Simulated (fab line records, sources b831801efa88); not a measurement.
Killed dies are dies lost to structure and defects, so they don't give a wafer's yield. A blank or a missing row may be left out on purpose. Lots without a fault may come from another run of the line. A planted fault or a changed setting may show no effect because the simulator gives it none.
fab line records | flow gf180mcu
record lots=13 wafers=39 last_day=34
route steps=602 shown VT_IMPLANT@130 DUAL_GATE@143 SALICIDE@283 CONTACT@291
lots that met no fault: from a run of the same line without faults
start_h: hours from the record's first day to the start of the lot's first wafer shown | wait_h: hours since the lot's step before | " the same as in the row above | L1.1+2: a row that stands for several wafers | - no value, or no start given | * or withheld: withheld | < > ~ a bound
route shown NAME@n: a module of which the file shows steps, and the number in the route of the first | usual: mean/standard deviation of fault-free wafers | same: alike in all rows | chamber/n: place in a boat | sites: the reading at each site | _std_site: their standard deviation | _edge_site: outer sites' mean less inner sites' | radius_mm: how far each site lies from the wafer's centre | mask NAME#n: copy n | behind: the tool/chamber that last shaped the wafer | hold: why the lot was held/for how many hours/how that ended | device: the transistor (n, p or np) that didn't switch | end of line: the same wafers' tests at the end of the route | a step without rows: its recipe alone | killed: dies lost to structure and defects at the first sort, not the wafer's yield | map: a wafer's dies, x killed, . not, _ none there
set.NAME: the setting as run; set.NAME@STEP: as run at that earlier step | model.NAME: the simulator's own value behind a step, which no gauge read
steps of the route over a sample of lots; a table a step, a row a wafer
services: from which hour (start_h, from the record's first day; less than 0 if before it) a tool's chamber was out of use, for how many hours, and why
## steps
# step GF_VT_IMPLANT_OVL_MEAS_40
# usual VT_IMPLANT_03_OVL=0.4/1.3
# columns lot.wafer tool chamber start_h wait_h VT_IMPLANT_03_OVL[nm]
L319.1 overlay-01 - 160.21 0.1 -1.9
L319.2 " - " " -1.3
L319.5 " - " " -2.0
L320.2 overlay-01 - 167.81 0.1 -0.2
L320.3 " - " " 0.4
L320.4 " - " " 0.4
L321.1 overlay-02 - 175.53 0.1 1.5
L321.3 " - " " -0.3
L321.5 " - " " -0.4
L325.3 overlay-01 - 199.04 0.1 1.3
L325.5 " - " " 1.0
L325.6 " - " " -0.2
L326.2 overlay-01 - 204.64 0.1 0.0
L326.3 " - " " 0.6
L326.6 " - " " -0.1
L327.1 overlay-01 - 211.10 0.1 1.2
L327.2 " - " " 0.4
L327.5 " - " " 1.2
L328.4 overlay-02 - 216.77 0.1 -1.7
L328.5 " - " " -1.9
L328.6 " - " " 0.0
L333.1 overlay-01 - 251.93 0.1 0.0
L333.4 " - " " 3.3
L333.6 " - " " 0.7
L336.3 overlay-02 - 275.09 0.1 1.2
L336.5 " - " " 1.2
L336.6 " - " " 2.9
L337.1 overlay-01 - 280.10 0.1 -0.7
L337.3 " - " " -1.2
L337.4 " - " " 1.0
L339.1 overlay-01 - 290.55 0.1 -0.3
L339.2 " - " " -2.0
L339.5 " - " " -0.9
L341.1 overlay-01 - 315.73 0.1 3.2
L341.4 " - " " 2.3
L341.6 " - " " 3.1
L342.2 overlay-02 - 317.36 0.1 1.9
L342.5 " - " " 1.1
L342.6 " - " " 1.1
# step GF_DUAL_GATE_OXIDATION_02
# recipe temp_c=900 ambient=O2 stabilise_s=600 purge_s=300 target_thk_a=108.87 ox_time_s=1602
# usual spike_tc_top_C=915.2/1.3 tube_center_temp_C_max=902.2/0.36
# columns lot.wafer tool chamber start_h wait_h spike_tc_top_C tube_center_temp_C_max
L319.1 furnace-01 0 162.96 1.6 918.3 902.3
L319.2 " 0 " " 914.7 902.4
L319.5 " 0 " " 917.0 902.1
L320.2 furnace-01 0 168.98 0.0 916.5 901.9
L320.3 " 0 " " 914.6 901.9
L320.4 " 0 " " 916.4 902.3
L321.1 furnace-01 0 176.69 0.0 916.4 902.5
L321.3 " 0 " " 914.5 903.1
L321.5 " 0 " " 915.5 902.5
L325.3 furnace-01 0 201.51 1.3 915.6 901.9
L325.5 " 0 " " 916.3 901.9
L325.6 " 0 " " 914.8 902.4
L326.2 furnace-01 0 206.51 0.7 915.8 902.8
L326.3 " 0 " " 916.5 901.8
L326.6 " 0 " " 918.6 902.5
L327.1 furnace-01 0 213.06 0.8 917.3 902.8
L327.2 " 0 " " 915.0 901.7
L327.5 " 0 " " 914.7 902.3
L328.4 furnace-01 0 217.93 0.0 915.9 902.1
L328.5 " 0 " " 914.8 902.1
L328.6 " 0 " " 917.8 902.5
L333.1 furnace-02 0 253.51 0.4 913.6 902.5
L333.4 " 0 " " 914.4 902.8
L333.6 " 0 " " 913.7 901.7
L336.3 furnace-02 0 277.16 0.9 912.9 903.0
L336.5 " 0 " " 915.3 902.3
L336.6 " 0 " " 913.3 902.4
L337.1 furnace-02 0 281.29 0.0 914.2 902.2
L337.3 " 0 " " 915.2 902.3
L337.4 " 0 " " 914.4 902.0
L339.1 furnace-02 0 292.32 0.6 913.2 902.8
L339.2 " 0 " " 914.0 901.7
L339.5 " 0 " " 913.3 901.9
L341.1 furnace-02 0 316.89 0.0 913.9 901.7
L341.4 " 0 " " 913.1 902.1
L341.6 " 0 " " 912.8 902.5
L342.2 furnace-02 0 318.51 0.0 915.1 901.7
L342.5 " 0 " " 913.5 902.0
L342.6 " 0 " " 916.8 902.2
# step GF_DUAL_GATE_THK_MEAS_03
# recipe reads=SiO2_of_DUAL_GATE_OXIDATION_02
# usual DUAL_GATE_OXIDATION_00_THK=10.93/0.22
# columns lot.wafer tool chamber start_h wait_h DUAL_GATE_OXIDATION_00_THK[nm]
L319.1 film_metro-01 - 164.40 0.0 11.08
L319.2 " - " " 11.09
L319.5 " - " " 11.08
L320.2 film_metro-01 - 170.44 0.0 10.89
L320.3 " - " " 11.00
L320.4 " - " " 11.14
L321.1 film_metro-02 - 178.14 0.0 10.76
L321.3 " - " " 10.74
L321.5 " - " " 10.72
L325.3 film_metro-01 - 202.98 0.0 11.10
L325.5 " - " " 11.01
L325.6 " - " " 11.15
L326.2 film_metro-02 - 207.97 0.0 11.32
L326.3 " - " " 11.21
L326.6 " - " " 11.30
L327.1 film_metro-01 - 214.51 0.0 16.91
L327.2 " - " " 16.85
L327.5 " - " " 16.79
L328.4 film_metro-03 - 219.41 0.0 17.04
L328.5 " - " " 16.90
L328.6 " - " " 17.00
L333.1 film_metro-01 - 254.95 0.0 10.53
L333.4 " - " " 10.73
L333.6 " - " " 10.98
L336.3 film_metro-03 - 278.63 0.0 10.95
L336.5 " - " " 11.04
L336.6 " - " " 10.91
L337.1 film_metro-02 - 282.73 0.0 10.64
L337.3 " - " " 10.59
L337.4 " - " " 10.50
L339.1 film_metro-01 - 293.77 0.0 10.64
L339.2 " - " " 10.83
L339.5 " - " " 10.97
L341.1 film_metro-01 - 318.33 0.0 10.59
L341.4 " - " " 10.54
L341.6 " - " " 10.59
L342.2 film_metro-01 - 319.96 0.0 10.86
L342.5 " - " " 10.87
L342.6 " - " " 10.63
# step GF_SALICIDE_THK_MEAS_05
# recipe thk_meas_gauge=xrf reads=TiN_of_SALICIDE_SPUTTER_03
# usual SALICIDE_TIN_THK=20.11/0.26
# columns lot.wafer tool chamber start_h wait_h SALICIDE_TIN_THK[nm]
L319.1 film_metro-04 - 347.03 0.1 20.14
L319.2 " - " " 20.35
L319.5 " - " " 20.12
L320.2 film_metro-03 - 354.43 0.1 20.21
L320.3 " - " " 20.24
L320.4 " - " " 20.16
L321.1 film_metro-04 - 362.67 0.1 20.09
L321.3 " - " " 20.46
L321.5 " - " " 20.26
L325.3 film_metro-04 - 397.25 0.1 19.72
L325.5 " - " " 19.88
L325.6 " - " " 20.20
L326.2 film_metro-04 - 403.76 0.1 20.30
L326.3 " - " " 20.09
L326.6 " - " " 20.12
L327.1 film_metro-03 - 410.23 0.1 20.26
L327.2 " - " " 20.35
L327.5 " - " " 20.05
L328.4 film_metro-04 - 415.96 0.1 19.96
L328.5 " - " " 19.82
L328.6 " - " " 19.87
L333.1 film_metro-01 - 463.90 0.1 20.11
L333.4 " - " " 19.99
L333.6 " - " " 19.96
L336.3 film_metro-04 - 490.04 0.1 20.07
L336.5 " - " " 20.11
L336.6 " - " " 20.11
L337.1 film_metro-03 - 496.15 0.1 19.88
L337.3 " - " " 20.20
L337.4 " - " " 20.04
L339.1 film_metro-01 - 509.00 0.1 19.63
L339.2 " - " " 19.49
L339.5 " - " " 19.50
L341.1 film_metro-01 - 538.13 0.1 20.17
L341.4 " - " " 19.86
L341.6 " - " " 20.14
L342.2 film_metro-04 - 541.02 0.1 20.23
L342.5 " - " " 20.39
L342.6 " - " " 20.25
# step GF_CONTACT_CMP_04
# recipe material=SiO2 down_force_psi=4 platen_rpm=60 pad_velocity_m_s=0.94248
# usual head_pressure_psi=3.998/0.0084 motor_current_A=11.6/1.1 platen_rpm=60.00/0.042 slurry_filter_dp_kPa=13.51/0.15 slurry_flow_ml_min=149.9/0.51 time_to_endpoint_s=111/6
# columns lot.wafer tool chamber start_h wait_h head_pressure_psi motor_current_A platen_rpm slurry_filter_dp_kPa slurry_flow_ml_min time_to_endpoint_s
L319.2 cmp-01 1 347.71 0.1 3.992 11.1 59.97 13.46 150.0 108
L319.1 " 2 " " 3.998 10.8 60.02 13.62 149.6 111
L319.5 " 3 " " 3.997 10.6 59.98 13.51 150.4 108
L320.2 cmp-01 2 355.01 0.0 3.980 10.7 60.00 13.93 150.7 112
L320.4 " 0 " " 3.991 11.7 59.98 13.54 150.9 119
L320.3 " 1 " " 3.994 11.1 60.02 13.43 150.2 112
L321.3 cmp-01 1 363.27 0.0 4.003 11.4 60.01 13.39 150.2 110
L321.1 " 0 " " 4.019 11.2 60.06 13.54 149.8 112
L321.5 " 2 " " 4.003 10.5 60.07 13.35 149.2 122
L325.3 cmp-02 0 397.88 0.1 4.003 12.4 59.99 13.73 149.4 100
L325.5 " 3 " " 4.006 12.5 59.95 13.53 150.9 107
L325.6 " 0 " " 4.001 11.5 60.00 13.44 149.7 103
L326.3 cmp-01 1 404.35 0.0 3.988 11.4 59.99 13.32 149.8 108
L326.2 " 3 " " 4.008 9.9 60.06 13.24 149.1 103
L326.6 " 2 " " 4.007 11.1 59.94 13.51 149.3 120
L327.1 cmp-02 1 411.18 0.3 4.005 11.7 60.00 13.46 150.2 109
L327.2 " 2 " " 3.992 14.5 59.95 13.55 150.2 100
L327.5 " 3 " " 3.989 12.8 60.05 13.51 150.3 113
L328.4 cmp-01 0 416.75 0.2 3.998 11.5 59.92 13.39 149.9 114
L328.5 " 1 " " 3.994 11.3 60.06 13.43 150.4 117
L328.6 " 2 " " 3.995 11.0 60.02 13.65 148.9 125
L333.1 cmp-02 1 464.61 0.2 3.999 12.2 60.03 13.68 149.7 111
L333.4 " 2 " " 3.979 14.0 60.05 13.51 149.9 105
L333.6 " 1 " " 3.996 12.7 59.96 13.47 149.2 111
L336.3 cmp-02 2 490.92 0.3 4.003 13.5 59.92 13.35 150.2 111
L336.5 " 2 " " 4.005 14.3 59.95 13.45 149.5 112
L336.6 " 3 " " 3.996 12.2 60.00 13.49 150.7 109
L337.1 cmp-01 2 496.74 0.1 4.001 11.0 59.99 13.63 150.2 112
L337.4 " 0 " " 4.018 11.5 60.03 13.78 149.0 109
L337.3 " 1 " " 3.996 11.2 59.99 13.41 150.0 102
L339.1 cmp-02 2 509.80 0.1 3.999 14.3 60.00 13.72 150.6 107
L339.2 " 3 " " 3.981 12.4 59.95 13.52 149.3 102
L339.5 " 1 " " 4.007 12.4 59.97 13.60 150.7 112
L341.1 cmp-01 2 538.72 0.1 3.997 10.5 60.00 13.48 149.9 117
L341.4 " 1 " " 3.999 11.7 60.05 13.30 150.7 113
L341.6 " 2 " " 4.000 10.5 60.00 13.47 149.3 121
L342.2 cmp-02 0 541.64 0.1 3.982 11.8 60.02 13.49 150.0 107
L342.5 " 3 " " 4.006 12.8 60.04 13.60 150.9 110
L342.6 " 0 " " 3.996 11.6 59.94 13.22 149.9 119
## services
# columns tool chamber start_h hours kind
furnace-01 - 139.03 15.3 repair
cmp-02 - 139.62 0.3 repair
cmp-02 - 144.42 0.8 repair
furnace-02 - 188.12 4.1 pm
furnace-02 - 200.29 3.6 pm
cmp-01 - 208.11 1.2 repair
furnace-02 - 223.17 3.7 pm
cmp-01 - 224.20 4.6 pm
cmp-01 - 232.11 4.0 pm
furnace-02 - 368.07 3.1 pm
cmp-01 - 373.65 2.5 repair
furnace-01 - 377.77 4.5 pm
cmp-01 - 391.69 1.0 repair
furnace-01 - 392.25 3.6 pm
cmp-02 - 404.00 4.0 pm
cmp-02 - 443.55 5.8 pm
cmp-01 - 460.01 7.6 pm
cmp-01 - 472.18 5.2 repair
cmp-02 - 497.91 3.0 repair
furnace-02 - 504.24 4.3 pm
cmp-01 - 504.32 4.2 repair
furnace-01 - 508.51 1.7 pm
furnace-01 - 511.97 9.8 repair
furnace-02 - 535.53 2.5 pm
## key
first_sign step=GF_DUAL_GATE_THK_MEAS_03 reading=DUAL_GATE_OXIDATION_00_THK direction=up sigmas=28 usual=10.93 struck=16.91
effect none on later readings
met_at GF_DUAL_GATE_OXIDATION_02
struck_lots L327,L328
tester_left_out L327,L328
not_acting_at GF_VT_IMPLANT_OVL_MEAS_40,GF_SALICIDE_THK_MEAS_05,GF_CONTACT_CMP_04
onset_between 206.51 213.06
fault kind=process_parameter_drift tool=furnace-01 chamber=- onset_h=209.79 steps=GF_DUAL_GATE_OXIDATION_02 channel=ox_time_s offset=* shape=step end_h=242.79 acts_in=* stated=*
# tester_left_out: of these lots the tester's yield and bins aren't shown, on N5 and GAA mostly nor the transistor test; their killed dies are dies lost to structure and defects alone, not to doping, threshold or leakage, so they don't give the yield
